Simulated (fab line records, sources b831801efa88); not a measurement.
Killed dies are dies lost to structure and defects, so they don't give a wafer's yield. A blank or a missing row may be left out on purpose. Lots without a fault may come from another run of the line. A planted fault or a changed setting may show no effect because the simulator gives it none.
fab line records | flow gf180mcu
record lots=5 wafers=15 last_day=33
route steps=602 shown V4@478 MIM@503
lots that met no fault: from a run of the same line without faults
start_h: hours from the record's first day to the start of the lot's first wafer shown | wait_h: hours since the lot's step before | " the same as in the row above | L1.1+2: a row that stands for several wafers | - no value, or no start given | * or withheld: withheld | < > ~ a bound
route shown NAME@n: a module of which the file shows steps, and the number in the route of the first | usual: mean/standard deviation of fault-free wafers | same: alike in all rows | chamber/n: place in a boat | sites: the reading at each site | _std_site: their standard deviation | _edge_site: outer sites' mean less inner sites' | radius_mm: how far each site lies from the wafer's centre | mask NAME#n: copy n | behind: the tool/chamber that last shaped the wafer | hold: why the lot was held/for how many hours/how that ended | device: the transistor (n, p or np) that didn't switch | end of line: the same wafers' tests at the end of the route | a step without rows: its recipe alone | killed: dies lost to structure and defects at the first sort, not the wafer's yield | map: a wafer's dies, x killed, . not, _ none there
set.NAME: the setting as run; set.NAME@STEP: as run at that earlier step | model.NAME: the simulator's own value behind a step, which no gauge read
lots at some steps of the route; a table a step, a row a wafer
services: from which hour (start_h, from the record's first day; less than 0 if before it) a tool's chamber was out of use, for how many hours, and why
## steps
# step GF_V4_CVD_02
# recipe material=SiO2 target_thk_nm=850 precursor=TEOS temp_c=400 time_s=94.851 rf_w=600
# usual heater_power_w=690/100 rf_fwd_power_W=595.9/2.2
# columns lot.wafer tool chamber start_h wait_h heater_power_w rf_fwd_power_W
L074.1 pecvd-02 1 544.78 0.1 748 596.6
L074.3 " 2 " " 785 594.1
L074.6 " 2 " " 798 594.5
L083.2 pecvd-02 1 614.77 0.0 675 594.1
L083.4 " 2 " " 746 594.0
L083.6 " 0 " " 560 596.0
L084.2 pecvd-01 0 625.88 0.0 766 599.3
L084.3 " 1 " " 716 596.0
L084.6 " 2 " " 771 596.1
L085.1 pecvd-02 1 632.97 0.1 620 597.1
L085.2 " 2 " " 668 596.8
L085.3 " 0 " " 476 597.7
L091.1 pecvd-02 2 665.10 0.1 639 597.7
L091.4 " 0 " " 576 599.0
L091.5 " 2 " " 702 598.5
# step GF_V4_THK_MEAS_03
# recipe reads=SiO2_of_V4_CVD_02
# usual V4_CVD_02_THK=849/11
# columns lot.wafer tool chamber start_h wait_h V4_CVD_02_THK[nm]
L074.1 film_metro-02 - 544.84 0.0 832
L074.3 " - " " 837
L074.6 " - " " 844
L083.2 film_metro-01 - 614.85 0.0 836
L083.4 " - " " 841
L083.6 " - " " 853
L084.2 film_metro-04 - 625.96 0.0 847
L084.3 " - " " 850
L084.6 " - " " 871
L085.1 film_metro-04 - 633.04 0.0 847
L085.2 " - " " 841
L085.3 " - " " 856
L091.1 film_metro-01 - 665.17 0.0 837
L091.4 " - " " 853
L091.5 " - " " 838
# step GF_V4_CMP_04
# recipe material=SiO2 down_force_psi=4 platen_rpm=60 pad_velocity_m_s=0.94248
# usual head_pressure_psi=4.000/0.0082 motor_current_A=11.5/0.86 time_to_endpoint_s=81/5.3
# columns lot.wafer tool chamber start_h wait_h head_pressure_psi motor_current_A time_to_endpoint_s
L074.3 cmp-01 1 545.00 0.1 4.005 11.9 73
L074.1 " 2 " " 3.982 12.0 74
L074.6 " 0 " " 4.016 11.3 76
L083.2 cmp-01 0 614.95 0.1 3.991 10.9 77
L083.4 " 1 " " 3.996 12.0 77
L083.6 " 0 " " 3.993 10.9 83
L084.3 cmp-02 3 626.06 0.1 3.992 12.6 84
L084.2 " 1 " " 3.994 12.5 83
L084.6 " 3 " " 3.995 12.2 87
L085.3 cmp-01 1 633.10 0.0 3.997 11.8 80
L085.2 " 3 " " 4.011 9.9 81
L085.1 " 0 " " 4.008 11.1 77
L091.1 cmp-01 0 665.23 0.1 4.005 11.1 78
L091.4 " 1 " " 4.002 11.7 83
L091.5 " 0 " " 4.000 11.2 78
# step GF_V4_BOW_MEAS_05
# recipe mode=bow
# usual V4_BOW=136/8.3
# columns lot.wafer tool chamber start_h wait_h V4_BOW[um]
L074.1 film_metro-04 - 545.20 0.1 146
L074.3 " - " " 147
L074.6 " - " " 137
L083.2 film_metro-01 - 615.22 0.2 146
L083.4 " - " " 135
L083.6 " - " " 137
L084.2 film_metro-02 - 626.33 0.1 144
L084.3 " - " " 128
L084.6 " - " " 139
L085.1 film_metro-04 - 633.40 0.1 151
L085.2 " - " " 138
L085.3 " - " " 149
L091.1 film_metro-01 - 665.53 0.2 129
L091.4 " - " " 125
L091.5 " - " " 135
# step GF_V4_DEHYDRATE_06
# recipe temp_c=200 time_s=60
# columns lot.wafer tool chamber start_h wait_h
L074.1+3+6 litho_track-03 0 556.29 11.1
L083.2+4+6 litho_track-02 0 624.94 9.7
L084.2+3+6 litho_track-03 0 635.82 9.5
L085.1+2+3 litho_track-03 0 642.89 9.5
L091.1+4+5 litho_track-01 0 674.78 9.2
# step GF_V4_HMDS_07
# recipe prime_time_s=60 prime_temp_c=120
# columns lot.wafer tool chamber start_h wait_h
L074.1+3+6 litho_track-03 0 556.44 0.1
L083.2+4+6 litho_track-02 0 625.09 0.1
L084.2+3+6 litho_track-03 0 635.97 0.1
L085.1+2+3 litho_track-03 0 643.04 0.1
L091.1+4+5 litho_track-01 0 674.93 0.1
# step GF_V4_COAT_08
# recipe resist=BARC temp_c=withheld time_s=withheld spin_rpm=withheld resist_thk_nm=withheld
# columns lot.wafer tool chamber start_h wait_h
L074.1+3+6 litho_track-03 0 556.59 0.1
L083.2+4+6 litho_track-02 0 625.24 0.1
L084.2+3+6 litho_track-03 0 636.12 0.1
L085.1+2+3 litho_track-03 0 643.19 0.1
L091.1+4+5 litho_track-01 0 675.08 0.1
# step GF_V4_COAT_09
# recipe resist=KrF spin_rpm=withheld resist_thk_nm=1000
# columns lot.wafer tool chamber start_h wait_h
L074.1+3+6 litho_track-03 0 - -
L083.2+4+6 litho_track-02 0 - -
L084.2+3+6 litho_track-03 0 - -
L085.1+2+3 litho_track-03 0 - -
L091.1+4+5 litho_track-01 0 - -
# step GF_V4_SOFTBAKE_10
# recipe temp_c=130 time_s=60 resist=KrF
# columns lot.wafer tool chamber start_h wait_h
L074.1+3+6 litho_track-03 0 - -
L083.2+4+6 litho_track-02 0 - -
L084.2+3+6 litho_track-03 0 - -
L085.1+2+3 litho_track-03 0 - -
L091.1+4+5 litho_track-01 0 - -
# step GF_V4_EXPOSE_11
# recipe mask_id=Via4 target_cd_nm=260 na=0.68 source_shape=conventional sigma_outer=0.6 dose_mj=38
# columns lot.wafer tool chamber start_h wait_h mask
L074.1+3+6 krf_scanner-02 0 - - Via4#0
L083.2+4+6 krf_scanner-01 0 - - Via4#0
L084.2+3+6 krf_scanner-01 0 - - Via4#0
L085.1+2+3 krf_scanner-01 0 - - Via4#0
L091.1+4+5 krf_scanner-02 0 - - Via4#0
# step GF_V4_PEB_12
# recipe peb_temp_c=135 peb_time_s=90 resist=KrF
# columns lot.wafer tool chamber start_h wait_h
L074.1+3+6 litho_track-01 0 - -
L083.2+4+6 litho_track-02 0 - -
L084.2+3+6 litho_track-03 0 - -
L085.1+2+3 litho_track-01 0 - -
L091.1+4+5 litho_track-03 0 - -
# step GF_V4_DEVELOP_13
# recipe develop_time_s=60 resist=KrF dev_temp_c=21
# columns lot.wafer tool chamber start_h wait_h
L074.1+3+6 litho_track-01 0 567.33 0.2
L083.2+4+6 litho_track-02 0 635.54 0.2
L084.2+3+6 litho_track-03 0 645.87 0.2
L085.1+2+3 litho_track-01 0 653.63 0.2
L091.1+4+5 litho_track-03 0 684.39 0.2
# step GF_V4_CD_MEAS_14
# recipe target_cd_nm=260
# usual cd_nm=260.1/0.99
# columns lot.wafer tool chamber start_h wait_h cd_nm
L074.1 cd_sem-02 - 567.48 0.1 262.2
L074.3 " - " " 261.8
L074.6 " - " " 260.6
L083.2 cd_sem-02 - 635.69 0.1 259.4
L083.4 " - " " 260.5
L083.6 " - " " 261.1
L084.2 cd_sem-02 - 646.01 0.1 259.4
L084.3 " - " " 259.2
L084.6 " - " " 259.3
L085.1 cd_sem-01 - 653.78 0.1 260.6
L085.2 " - " " 259.3
L085.3 " - " " 259.3
L091.1 cd_sem-01 - 684.54 0.1 260.7
L091.4 " - " " 259.6
L091.5 " - " " 258.7
# step GF_V4_OVL_MEAS_15
# usual V4_OVL=0/5.7
# columns lot.wafer tool chamber start_h wait_h V4_OVL[nm]
L074.1 overlay-02 - 567.60 0.1 -5
L074.3 " - " " 1
L074.6 " - " " 2
L083.2 overlay-02 - 635.80 0.1 -6
L083.4 " - " " -2
L083.6 " - " " 6
L084.2 overlay-01 - 646.12 0.1 3
L084.3 " - " " 4
L084.6 " - " " 0
L085.1 overlay-02 - 653.90 0.1 -4
L085.2 " - " " -8
L085.3 " - " " 6
L091.1 overlay-02 - 684.66 0.1 6
L091.4 " - " " -2
L091.5 " - " " 4
# step GF_V4_ETCH_16
# recipe chemistry=N2/H2 target_depth_a=withheld overetch_a=withheld time_s=withheld target=BARC ion_energy_ev=200 source_w=500 bias_w=100 pressure_mtorr=30 n2_flow_sccm=100 h2_flow_sccm=200
# usual drypump_motor_current_A=5.7/0.38 h2_flow_sccm=200.1/0.58 oes_product_au=0.855/0.0047 rf_fwd_power_W=494.4/2.4 throttle_valve_pct=13.226/0.0096
# columns lot.wafer tool chamber start_h wait_h drypump_motor_current_A h2_flow_sccm oes_product_au rf_fwd_power_W throttle_valve_pct
L074.1 rie_diel-03 2 567.64 0.0 5.8 200.3 0.865 495.5 13.208
L074.3 " 3 " " 5.4 199.9 0.842 495.4 13.237
L074.6 " 1 " " 6.2 200.0 0.855 490.8 13.235
L083.2 rie_diel-02 0 635.83 0.0 5.8 200.7 0.857 495.7 13.216
L083.4 " 1 " " 5.4 199.8 0.862 494.8 13.238
L083.6 " 2 " " 5.5 199.7 0.853 492.2 13.227
L084.2 rie_diel-02 3 646.15 0.0 5.7 200.7 0.858 497.2 13.224
L084.3 " 1 " " 5.4 200.7 0.864 494.8 13.223
L084.6 " 2 " " 5.5 200.2 0.862 490.1 13.222
L085.1 rie_diel-02 0 653.94 0.0 5.8 199.5 0.857 500.6 13.229
L085.2 " 2 " " 5.4 200.2 0.857 491.0 13.220
L085.3 " 3 " " 5.8 200.1 0.857 495.3 13.237
L091.1 rie_diel-02 0 684.70 0.0 5.8 199.9 0.850 498.1 13.233
L091.4 " 1 " " 5.4 200.9 0.859 496.4 13.210
L091.5 " 3 " " 5.7 199.2 0.847 494.7 13.220
# step GF_V4_ETCH_17
# recipe chemistry=C4F8/O2/Ar mask_material=KrF target=SiO2 stop_on=TiN source_w=1500 bias_w=1200 pressure_mtorr=40 c4f8_flow_sccm=withheld O2_flow_sccm=6 Ar_flow_sccm=300 time_s=withheld target_depth_a=6300
# usual oes_product_au=0.856/0.0048 rf_fwd_power_W=1492/5.6
# columns lot.wafer tool chamber start_h wait_h oes_product_au rf_fwd_power_W
L074.1 rie_diel-03 2 - - 0.849 1496
L074.3 " 3 " " 0.860 1492
L074.6 " 1 " " 0.857 1488
L083.2 rie_diel-02 0 - - 0.851 1499
L083.4 " 1 " " 0.853 1495
L083.6 " 2 " " 0.859 1486
L084.2 rie_diel-02 3 - - 0.851 1492
L084.3 " 1 " " 0.854 1505
L084.6 " 2 " " 0.867 1480
L085.1 rie_diel-02 0 - - 0.856 1493
L085.2 " 2 " " 0.852 1486
L085.3 " 3 " " 0.850 1493
L091.1 rie_diel-02 0 - - 0.864 1498
L091.4 " 1 " " 0.860 1496
L091.5 " 3 " " 0.865 1496
# step GF_V4_STRIP_18
# recipe chemistry=O2/N2 power_w=1400 pressure_mtorr=1500 platen_temp_c=250 o2_flow_sccm=3000 n2_flow_sccm=300 overash_fraction=0.5
# usual drypump_motor_current_A=5.9/0.56 heater_power_w=336/29 oes_product_au=0.592/0.005
# same overash_fraction=0.5
# columns lot.wafer tool chamber start_h wait_h drypump_motor_current_A heater_power_w oes_product_au rf_hours_counter_h
L074.1 plasma_asher-04 1 567.77 - 5.1 370 0.593 95
L074.3 " 1 " " 5.1 363 0.587 -
L074.6 " 0 " " 5.9 395 0.592 -
L083.2 plasma_asher-01 1 635.95 - 6.6 316 0.587 23
L083.4 " 0 " " 6.0 334 0.583 -
L083.6 " 0 " " 5.9 315 0.597 -
L084.2 plasma_asher-03 0 646.28 - 4.9 318 0.600 83
L084.3 " 0 " " 4.9 314 0.594 -
L084.6 " 1 " " 5.9 327 0.594 -
L085.1 plasma_asher-01 0 654.07 - 5.9 314 0.586 24
L085.2 " 1 " " 6.6 320 0.590 24
L085.3 " 0 " " 5.9 317 0.598 -
L091.1 plasma_asher-04 1 684.83 - 5.1 364 0.599 108
L091.4 " 1 " " 5.1 366 0.591 -
L091.5 " 0 " " 5.9 398 0.601 -
# step GF_V4_STRIP_19
# recipe chemistry=post_etch_residue_remover time_s=1200 temp_c=72.5
# columns lot.wafer tool chamber start_h wait_h
L074.1+3+6 wet_bench-02 0 567.87 0.1
L083.2+4+6 wet_bench-02 2 636.05 0.1
L084.2+3+6 wet_bench-04 2 646.38 0.1
L085.1+2+3 wet_bench-03 2 654.17 0.1
L091.1+4+5 wet_bench-04 1 684.93 0.1
# step GF_V4_CLEAN_20
# recipe chemistry=DIW dry=n2_spin
# columns lot.wafer tool chamber start_h wait_h
L074.1+3+6 wet_bench-03 0 568.21 0.0
L083.2+4+6 wet_bench-03 1 636.40 0.0
L084.2+3+6 wet_bench-03 1 646.72 0.0
L085.1+2+3 wet_bench-02 1 654.54 0.0
L091.1+4+5 wet_bench-02 0 685.27 0.0
# step GF_V4_SPUTTER_21
# recipe material=Ti target_thk_nm=15 chamber_pressure_pa=5 power_w=2500 substrate_temp_c=200 time_s=80.02
# usual cathode_dc_power_W=2500.0/0.5 throttle_valve_pct=29.8/0.53
# columns lot.wafer tool chamber start_h wait_h cathode_dc_power_W throttle_valve_pct
L074.1 pvd_sputter-01 - 568.30 0.0 2499.9 30.1
L074.3 " - " " 2500.2 29.7
L074.6 " - " " 2500.0 29.1
L083.2 pvd_sputter-03 - 636.50 0.0 2500.6 30.3
L083.4 " - " " 2500.6 29.4
L083.6 " - " " 2499.4 29.3
L084.2 pvd_sputter-02 - 646.82 0.0 2499.8 31.1
L084.3 " - " " 2500.0 29.4
L084.6 " - " " 2499.2 30.1
L085.1 pvd_sputter-03 - 654.64 0.0 2500.2 29.5
L085.2 " - " " 2499.6 29.5
L085.3 " - " " 2499.1 29.3
L091.1 pvd_sputter-01 - 685.37 0.0 2500.2 28.8
L091.4 " - " " 2500.5 29.7
L091.5 " - " " 2499.9 30.1
# step GF_V4_SPUTTER_22
# recipe material=TiN target_thk_nm=10 chamber_pressure_pa=5 power_w=4000 time_s=40
# usual cathode_dc_power_W=4000.0/0.75 throttle_valve_pct=29.8/0.51
# columns lot.wafer tool chamber start_h wait_h cathode_dc_power_W throttle_valve_pct
L074.1 pvd_sputter-01 - 568.36 0.0 3999.4 30.5
L074.3 " - " " 4000.6 29.7
L074.6 " - " " 3999.6 29.0
L083.2 pvd_sputter-03 - 636.56 0.0 3999.5 30.3
L083.4 " - " " 3999.1 29.2
L083.6 " - " " 4001.0 29.4
L084.2 pvd_sputter-02 - 646.88 0.0 4000.9 30.7
L084.3 " - " " 3999.5 29.5
L084.6 " - " " 3999.3 30.0
L085.1 pvd_sputter-03 - 654.70 0.0 4000.4 29.9
L085.2 " - " " 3999.4 29.8
L085.3 " - " " 3999.2 29.4
L091.1 pvd_sputter-01 - 685.43 0.0 3999.0 29.1
L091.4 " - " " 3999.8 29.9
L091.5 " - " " 3999.1 29.7
# step GF_V4_CVD_23
# recipe material=W target_thk_nm=350 time_s=104.9 temp_c=400 pressure_torr=40
# usual heater_power_w=804/79
# columns lot.wafer tool chamber start_h wait_h heater_power_w
L074.1 cvd_w-01 0 568.40 0.0 732
L074.3 " 1 " " 725
L074.6 " 1 " " 733
L083.2 cvd_w-02 0 636.60 0.0 930
L083.4 " 0 " " 933
L083.6 " 1 " " 779
L084.2 cvd_w-02 0 646.92 0.0 920
L084.3 " 0 " " 926
L084.6 " 1 " " 783
L085.1 cvd_w-02 0 654.74 0.0 928
L085.2 " 1 " " 788
L085.3 " 1 " " 786
L091.1 cvd_w-01 0 685.47 0.0 741
L091.4 " 0 " " 740
L091.5 " 1 " " 726
# step GF_V4_RS_MEAS_24
# recipe thk_meas_gauge=four-point-probe reads=W_of_V4_CVD_23+TiN_of_V4_SPUTTER_22+Ti_of_V4_SPUTTER_21
# usual V4_W_RS=0.329/0.0045
# columns lot.wafer tool chamber start_h wait_h V4_W_RS[ohm/sq]
L074.1 film_metro-02 - 568.52 0.1 0.332
L074.3 " - " " 0.335
L074.6 " - " " 0.334
L083.2 film_metro-02 - 636.73 0.1 0.328
L083.4 " - " " 0.333
L083.6 " - " " 0.328
L084.2 film_metro-01 - 647.05 0.1 0.330
L084.3 " - " " 0.326
L084.6 " - " " 0.321
L085.1 film_metro-02 - 654.85 0.1 0.334
L085.2 " - " " 0.328
L085.3 " - " " 0.326
L091.1 film_metro-01 - 685.58 0.1 0.330
L091.4 " - " " 0.331
L091.5 " - " " 0.333
# step GF_V4_THK_MEAS_25
# recipe thk_meas_gauge=xrf reads=W_of_V4_CVD_23
# usual V4_W_THK=355/5.7
# columns lot.wafer tool chamber start_h wait_h V4_W_THK[nm]
L074.1 film_metro-02 - 568.64 0.1 357
L074.3 " - " " 352
L074.6 " - " " 352
L083.2 film_metro-02 - 636.84 0.1 358
L083.4 " - " " 352
L083.6 " - " " 359
L084.2 film_metro-01 - 647.16 0.1 350
L084.3 " - " " 354
L084.6 " - " " 358
L085.1 film_metro-02 - 654.97 0.1 355
L085.2 " - " " 357
L085.3 " - " " 361
L091.1 film_metro-01 - 685.70 0.1 353
L091.4 " - " " 353
L091.5 " - " " 349
# step GF_V4_CMP_26
# recipe stop_on=SiO2 down_force_psi=3.5 platen_rpm=60 t_overpolish_s=15 target_thk_nm=0 pad_velocity_m_s=0.94248
# usual head_pressure_psi=3.500/0.0075 motor_current_A=10.6/0.78 overpolish_run_s=15.000/0.0089 time_to_endpoint_s=85/3.4
# same t_overpolish_s=15
# columns lot.wafer tool chamber start_h wait_h head_pressure_psi motor_current_A overpolish_run_s time_to_endpoint_s
L074.1 cmp-01 3 568.75 0.1 3.486 9.7 15.004 84
L074.3 " 1 " " 3.503 10.8 14.987 77
L074.6 " 2 " " 3.509 11.4 15.009 82
L083.2 cmp-01 2 636.94 0.1 3.501 11.3 15.010 87
L083.4 " 3 " " 3.488 9.8 14.991 84
L083.6 " 1 " " 3.497 9.9 14.994 83
L084.2 cmp-02 2 647.26 0.1 3.507 9.8 15.015 87
L084.3 " 0 " " 3.495 10.2 14.994 88
L084.6 " 1 " " 3.515 11.8 14.995 90
L085.3 cmp-01 1 655.03 0.0 3.501 10.3 15.010 89
L085.2 " 2 " " 3.506 11.6 15.002 93
L085.1 " 0 " " 3.501 10.5 15.005 82
L091.4 cmp-01 3 685.76 0.0 3.512 9.5 14.996 88
L091.1 " 0 " " 3.509 9.8 15.009 80
L091.5 " 3 " " 3.498 9.4 15.002 85
# step GF_MIM_SPUTTER_00
# recipe material=Ti target_thk_nm=37.5 arriving_ion_energy_ev=80 substrate_temp_c=200 chamber_pressure_pa=2 power_w=4000 time_s=150
# usual cathode_dc_power_W=4000.0/0.68 throttle_valve_pct=29.8/0.93
# columns lot.wafer tool chamber start_h wait_h cathode_dc_power_W throttle_valve_pct
L074.1 pvd_sputter-02 - 569.00 0.2 3999.3 31.1
L074.3 " - " " 3999.5 29.2
L074.6 " - " " 4000.9 29.5
L083.2 pvd_sputter-03 - 637.19 0.2 4000.0 30.0
L083.4 " - " " 4000.5 30.2
L083.6 " - " " 4001.1 29.4
L084.2 pvd_sputter-04 - 647.51 0.2 3998.7 30.6
L084.3 " - " " 3999.5 29.0
L084.6 " - " " 3999.9 28.3
L085.1 pvd_sputter-02 - 655.33 0.1 4000.2 30.9
L085.2 " - " " 4000.1 29.4
L085.3 " - " " 3999.1 29.4
L091.1 pvd_sputter-03 - 686.06 0.2 4000.8 29.6
L091.4 " - " " 3999.4 30.1
L091.5 " - " " 3999.0 30.3
# step GF_MIM_SPUTTER_01
# recipe material=TiN target_thk_nm=30 power_w=6500 time_s=25 chamber_pressure_pa=0.4
# usual cathode_dc_power_W=6500.0/1.1 throttle_valve_pct=29.8/0.92
# columns lot.wafer tool chamber start_h wait_h cathode_dc_power_W throttle_valve_pct
L074.1 pvd_sputter-02 - 569.10 0.1 6500.2 30.9
L074.3 " - " " 6500.8 29.5
L074.6 " - " " 6500.5 29.1
L083.2 pvd_sputter-03 - 637.29 0.1 6498.6 29.6
L083.4 " - " " 6499.6 30.0
L083.6 " - " " 6500.1 29.1
L084.2 pvd_sputter-04 - 647.61 0.1 6500.9 30.7
L084.3 " - " " 6498.9 28.9
L084.6 " - " " 6498.2 28.1
L085.1 pvd_sputter-02 - 655.43 0.1 6498.9 31.1
L085.2 " - " " 6500.2 29.3
L085.3 " - " " 6499.9 29.4
L091.1 pvd_sputter-03 - 686.16 0.1 6501.1 29.7
L091.4 " - " " 6501.8 29.8
L091.5 " - " " 6497.8 30.2
# step GF_MIM_SPUTTER_02
# recipe material=AlCu target_thk_nm=450 power_w=10600 time_s=23.9 chamber_pressure_pa=0.4
# usual cathode_dc_power_W=10600/1.8 throttle_valve_pct=29.8/0.93
# columns lot.wafer tool chamber start_h wait_h cathode_dc_power_W throttle_valve_pct
L074.1 pvd_sputter-02 - 569.13 0.0 10600 31.0
L074.3 " - " " 10601 29.3
L074.6 " - " " 10599 29.2
L083.2 pvd_sputter-03 - 637.32 0.0 10598 29.8
L083.4 " - " " 10601 29.9
L083.6 " - " " 10601 29.3
L084.2 pvd_sputter-04 - 647.64 0.0 10603 30.6
L084.3 " - " " 10599 28.9
L084.6 " - " " 10600 28.3
L085.1 pvd_sputter-02 - 655.46 0.0 10601 31.2
L085.2 " - " " 10600 29.5
L085.3 " - " " 10601 29.2
L091.1 pvd_sputter-03 - 686.19 0.0 10599 29.9
L091.4 " - " " 10601 29.8
L091.5 " - " " 10599 30.5
# step GF_MIM_SPUTTER_03
# recipe material=Ti target_thk_nm=10 substrate_temp_c=300 chamber_pressure_pa=0.3 power_w=3000 time_s=6.7
# usual cathode_dc_power_W=3000.0/0.53 throttle_valve_pct=29.8/0.96
# columns lot.wafer tool chamber start_h wait_h cathode_dc_power_W throttle_valve_pct
L074.1 pvd_sputter-02 - 569.16 0.0 3000.2 31.1
L074.3 " - " " 2999.5 29.4
L074.6 " - " " 2999.8 29.2
L083.2 pvd_sputter-03 - 637.35 0.0 3000.3 29.8
L083.4 " - " " 3000.7 29.9
L083.6 " - " " 3000.2 29.4
L084.2 pvd_sputter-04 - 647.67 0.0 2999.4 30.9
L084.3 " - " " 2999.8 29.0
L084.6 " - " " 2999.9 27.9
L085.1 pvd_sputter-02 - 655.49 0.0 3000.0 31.1
L085.2 " - " " 3000.3 29.2
L085.3 " - " " 3000.2 29.3
L091.1 pvd_sputter-03 - 686.22 0.0 2999.6 29.6
L091.4 " - " " 2998.7 29.8
L091.5 " - " " 3000.7 30.5
# step GF_MIM_SPUTTER_04
# recipe material=TiN target_thk_nm=50 power_w=6500 time_s=41.7 chamber_pressure_pa=0.4
# usual cathode_dc_power_W=6500.0/1.1 throttle_valve_pct=29.9/0.93
# columns lot.wafer tool chamber start_h wait_h cathode_dc_power_W throttle_valve_pct
L074.1 pvd_sputter-02 - 569.18 0.0 6499.5 31.1
L074.3 " - " " 6501.8 29.0
L074.6 " - " " 6502.1 29.1
L083.2 pvd_sputter-03 - 637.37 0.0 6499.8 29.7
L083.4 " - " " 6499.3 29.9
L083.6 " - " " 6499.5 29.5
L084.2 pvd_sputter-04 - 647.69 0.0 6500.5 30.5
L084.3 " - " " 6499.2 28.9
L084.6 " - " " 6502.8 28.4
L085.1 pvd_sputter-02 - 655.51 0.0 6499.8 31.0
L085.2 " - " " 6497.6 29.2
L085.3 " - " " 6500.4 29.6
L091.1 pvd_sputter-03 - 686.24 0.0 6500.7 30.2
L091.4 " - " " 6499.5 30.1
L091.5 " - " " 6499.9 30.5
# step GF_MIM_CVD_05
# recipe material=Si3N4 target_thk_nm=42 temp_max_c=400 temp_c=385 time_s=29.086 rf_w=450
# usual heater_power_w=676/96 rf_fwd_power_W=442.4/2.5
# columns lot.wafer tool chamber start_h wait_h heater_power_w rf_fwd_power_W
L074.1 pecvd-04 1 569.22 0.0 651 440.7
L074.3 " 0 " " 485 440.6
L074.6 " 0 " " 502 439.3
L083.2 pecvd-03 1 637.41 0.0 565 445.3
L083.4 " 0 " " 537 443.6
L083.6 " 2 " " 803 440.8
L084.2 pecvd-01 1 647.73 0.0 698 442.5
L084.3 " 2 " " 708 442.7
L084.6 " 0 " " 670 445.2
L085.1 pecvd-01 1 655.55 0.0 603 442.0
L085.2 " 2 " " 749 441.7
L085.3 " 0 " " 699 444.1
L091.1 pecvd-03 2 686.28 0.0 804 439.7
L091.4 " 2 " " 806 439.6
L091.5 " 0 " " 587 439.5
# step GF_MIM_THK_MEAS_06
# recipe reads=Si3N4_of_MIM_CVD_05
# usual MIM_CVD_05_THK=42.1/0.55
# columns lot.wafer tool chamber start_h wait_h MIM_CVD_05_THK[nm]
L074.1 film_metro-02 - 569.25 0.0 41.7
L074.3 " - " " 41.4
L074.6 " - " " 42.4
L083.2 film_metro-02 - 637.45 0.0 41.6
L083.4 " - " " 42.3
L083.6 " - " " 42.6
L084.2 film_metro-03 - 647.77 0.0 42.9
L084.3 " - " " 43.2
L084.6 " - " " 42.8
L085.1 film_metro-02 - 655.59 0.0 42.0
L085.2 " - " " 42.2
L085.3 " - " " 42.4
L091.1 film_metro-03 - 686.31 0.0 41.9
L091.4 " - " " 42.4
L091.5 " - " " 41.9
# step GF_MIM_SPUTTER_07
# recipe material=TiN target_thk_nm=60 power_w=6500 time_s=50 chamber_pressure_pa=0.4
# usual cathode_dc_power_W=6500.1/1.2 throttle_valve_pct=29.9/0.9
# columns lot.wafer tool chamber start_h wait_h cathode_dc_power_W throttle_valve_pct
L074.1 pvd_sputter-04 - 569.31 0.1 6500.9 28.0
L074.3 " - " " 6500.7 31.2
L074.6 " - " " 6499.6 31.0
L083.2 pvd_sputter-04 - 637.50 0.0 6499.5 29.0
L083.4 " - " " 6500.4 30.6
L083.6 " - " " 6503.8 30.8
L084.2 pvd_sputter-03 - 647.82 0.0 6499.0 30.0
L084.3 " - " " 6499.1 29.4
L084.6 " - " " 6499.9 29.3
L085.1 pvd_sputter-03 - 655.65 0.1 6500.1 29.7
L085.2 " - " " 6501.1 29.8
L085.3 " - " " 6497.6 30.2
L091.1 pvd_sputter-02 - 686.37 0.1 6499.1 31.1
L091.4 " - " " 6498.8 28.9
L091.5 " - " " 6501.2 29.5
# step GF_MIM_SPUTTER_08
# recipe material=AlCu target_thk_nm=200 power_w=10600 time_s=10.6 chamber_pressure_pa=0.4
# usual cathode_dc_power_W=10600/1.9 throttle_valve_pct=29.9/0.88
# columns lot.wafer tool chamber start_h wait_h cathode_dc_power_W throttle_valve_pct
L074.1 pvd_sputter-04 - 569.35 0.0 10603 28.4
L074.3 " - " " 10601 30.8
L074.6 " - " " 10598 31.1
L083.2 pvd_sputter-04 - 637.55 0.0 10600 29.0
L083.4 " - " " 10600 30.7
L083.6 " - " " 10598 30.7
L084.2 pvd_sputter-03 - 647.91 0.0 10599 29.8
L084.3 " - " " 10602 29.1
L084.6 " - " " 10601 29.2
L085.1 pvd_sputter-03 - 655.69 0.0 10598 30.0
L085.2 " - " " 10598 29.9
L085.3 " - " " 10602 30.5
L091.1 pvd_sputter-02 - 686.42 0.0 10599 31.1
L091.4 " - " " 10595 29.1
L091.5 " - " " 10600 29.4
# step GF_MIM_SPUTTER_09
# recipe material=TiN target_thk_nm=35 power_w=6500 time_s=29.2 chamber_pressure_pa=0.4
# usual cathode_dc_power_W=6500.0/1.2 throttle_valve_pct=29.9/0.89
# columns lot.wafer tool chamber start_h wait_h cathode_dc_power_W throttle_valve_pct
L074.1 pvd_sputter-04 - 569.38 0.0 6499.7 28.3
L074.3 " - " " 6497.8 31.1
L074.6 " - " " 6500.9 31.2
L083.2 pvd_sputter-04 - 637.57 0.0 6498.3 29.0
L083.4 " - " " 6501.5 30.8
L083.6 " - " " 6497.6 30.6
L084.2 pvd_sputter-03 - 647.96 0.0 6499.7 30.0
L084.3 " - " " 6500.1 29.3
L084.6 " - " " 6497.9 29.4
L085.1 pvd_sputter-03 - 655.71 0.0 6498.1 29.8
L085.2 " - " " 6501.2 30.0
L085.3 " - " " 6501.0 30.4
L091.1 pvd_sputter-02 - 686.44 0.0 6500.1 31.1
L091.4 " - " " 6504.2 29.3
L091.5 " - " " 6501.5 29.5
## services
# columns tool chamber start_h hours kind
cmp-01 - 527.87 2.4 repair
krf_scanner-01 - 565.83 1.0 pm
krf_scanner-01 - 566.83 1.3 pm
cmp-02 - 572.00 4.0 pm
krf_scanner-02 - 578.23 0.8 pm
rie_diel-03 2 589.66 5.2 repair
pecvd-01 - 591.12 14.0 pm
pvd_sputter-01 - 610.56 1.6 repair
cvd_w-01 - 613.95 2.8 pm
cmp-01 - 615.94 1.1 repair
krf_scanner-01 - 616.81 2.3 repair
krf_scanner-01 - 622.36 0.8 pm
plasma_asher-04 - 624.40 6.6 repair
pecvd-01 - 624.81 0.8 pm
krf_scanner-02 - 634.47 1.0 pm
pvd_sputter-01 - 637.03 1.0 repair
plasma_asher-01 - 638.23 8.9 repair
krf_scanner-01 - 644.03 0.4 repair
cmp-02 - 651.31 8.9 pm
krf_scanner-01 - 652.37 3.6 pm
wet_bench-03 - 656.89 1.9 pm
pvd_sputter-03 - 661.00 0.6 repair
cmp-01 - 675.13 0.8 repair
wet_bench-03 - 684.41 28.9 pm
## key
fault none
